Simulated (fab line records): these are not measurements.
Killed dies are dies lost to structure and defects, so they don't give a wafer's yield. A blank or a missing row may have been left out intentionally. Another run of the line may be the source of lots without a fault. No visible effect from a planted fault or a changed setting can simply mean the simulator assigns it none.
A lot that was struck, set against a sound lot    flow sky130    29 steps out of a route of 708
Sound: these wafers, L978.1, L978.5, L978.6. Struck: wafer L988.2. (L988.6 of the same lot was not struck and is left out.) The cause comes at the end.
Each step with rows lists, per side, the tool, then ch with its chambers, then its first start. Under that, the readings that differ: sound wafers    struck wafers    difference of the means    sigmas: that difference in standard deviations of wafers without a fault.
alike: a reading whose means differ by less than 2 such deviations, as well as words and numbers matching on both sides. not compared: withheld readings; readings where some wafer has no value; bounds like >300 that might hide an equal value; numbers whose values overlap and for which the record gives no deviation.
The two part at a step that has a row with sigmas, a row that says differs or no value, or rows on one side only. Non-overlapping numbers with no deviation appear without sigmas and do not part them. A reading that every wafer of one side lacks parts them only if that side has two wafers or more.

first, 9 steps without rows for these wafers: SKY_METAL2_DEVELOP_14 (develop time 60 s); SKY_METAL2_DESCUM_17 (chemistry O2, time 8 s); SKY_METAL2_ETCH_18 (etches BARC in N2/H2, stops on SiO2, time 45.9 s, target depth 60 nm); SKY_METAL2_METAL_ETCH_19 (etches the open film in Cl2/BCl3, stops on SiO2, target depth 360 nm, time 78 s); SKY_METAL2_STRIP_20 (strips in O2/N2); SKY_METAL2_STRIP_21 (strips in post etch residue remover, time 1200 s); SKY_METAL2_CLEAN_22 (cleans in IPA, time 180 s); SKY_METAL2_CLEAN_23 (cleans in O3/DIW); SKY_VIA2_HDPCVD_00 (deposits SiO2, target thk 1180 nm, time 196.7 s).
SKY_VIA2_CMP_02: polishes SiO2.
  sound on cmp-02 ch 0,1, day 37 00:14; struck on cmp-02 ch 0, day 39 17:13
reading                                   sound              struck  difference  sigmas
model.SiO2_of_VIA2_HDPCVD_00.thk-nm (nm)  496.4 495.4 495.6  738.6   +242.8      
  alike: head-pressure-psi, motor-current-A, slurry-filter-dp-kPa, slurry-flow-ml-min
then, 9 steps without rows for these wafers: SKY_VIA2_DEHYDRATE_04 (time 60 s); SKY_VIA2_HMDS_05 (prime time 60 s); SKY_VIA2_COAT_06 (resist thk 60 nm); SKY_VIA2_COAT_07 (resist thk 450 nm); SKY_VIA2_SOFTBAKE_08 (time 90 s); SKY_VIA2_EXPOSE_09 (exposes mask VIM2, target cd 200 nm); SKY_VIA2_PEB_10; SKY_VIA2_DEVELOP_11 (develop time 60 s); SKY_VIA2_ETCH_14 (etches BARC in N2/H2, stops on SiO2, time 45.9 s, target depth 60 nm).
SKY_VIA2_ETCH_15: etches SiO2 in C4F8/O2/Ar, stops on TiN, target depth 546 nm, time 84 s.
  sound on rie-diel-01 ch 1,2,3, day 38 03:29; struck on rie-diel-03 ch 3, day 40 17:26
reading                           sound              struck  difference  sigmas
oes-product-au (a.u.)             0.939 0.939 0.940  1.018   +0.079      +17
model.etch.depth-nm (nm)          496.4 495.4 495.6  553.5   +57.7       
model.VIA2.feature-depth-nm (nm)  496.4 495.4 495.6  553.5   +57.7       
  not compared: rf-hours-counter-h
then, 6 steps without rows for these wafers: SKY_VIA2_STRIP_16 (strips in O2/N2); SKY_VIA2_STRIP_17 (strips in post etch residue remover, time 1200 s); SKY_VIA2_CLEAN_18 (cleans in IPA, time 180 s); SKY_VIA2_CLEAN_19 (cleans in O3/DIW); SKY_VIA2_SPUTTER_20 (material TiN, target thk 20 nm, time 80 s); SKY_VIA2_CVD_21 (deposits W, target thk 420 nm, time 126.4 s).
SKY_VIA2_CMP_24: polishes, stops on SiO2, t overpolish 20 s, target thk 0 nm.
  sound on cmp-02 ch 0,3, day 38 04:37; struck on cmp-01 ch 1, day 40 18:37
reading                                   sound          struck  difference  sigmas
model.SiO2_of_VIA2_HDPCVD_00.thk-nm (nm)  492 491 491.2  734.2   +242.8      
  alike: head-pressure-psi, motor-current-A, slurry-filter-dp-kPa, slurry-flow-ml-min
then, 1 step without rows for these wafers: SKY_METAL3_SPUTTER_00 (material Ti, target thk 15 nm, time 10 s).
-- the record jumps here: 8 days lie between the struck wafers' starts before and after (it left off in module METAL3 and takes up again in module PAD_OPEN, whose first step shown is number 708 of the route) --
SKY_PAD_OPEN_PROBE_99:
  rows exist in the record for the struck wafers here (prober-02, day 49 05:29), but not for the sound ones

## WHERE THEY PART
At SKY_VIA2_ETCH_15 first; at SKY_PAD_OPEN_PROBE_99 last (within this record only).

WHY: the cause the simulator had injected
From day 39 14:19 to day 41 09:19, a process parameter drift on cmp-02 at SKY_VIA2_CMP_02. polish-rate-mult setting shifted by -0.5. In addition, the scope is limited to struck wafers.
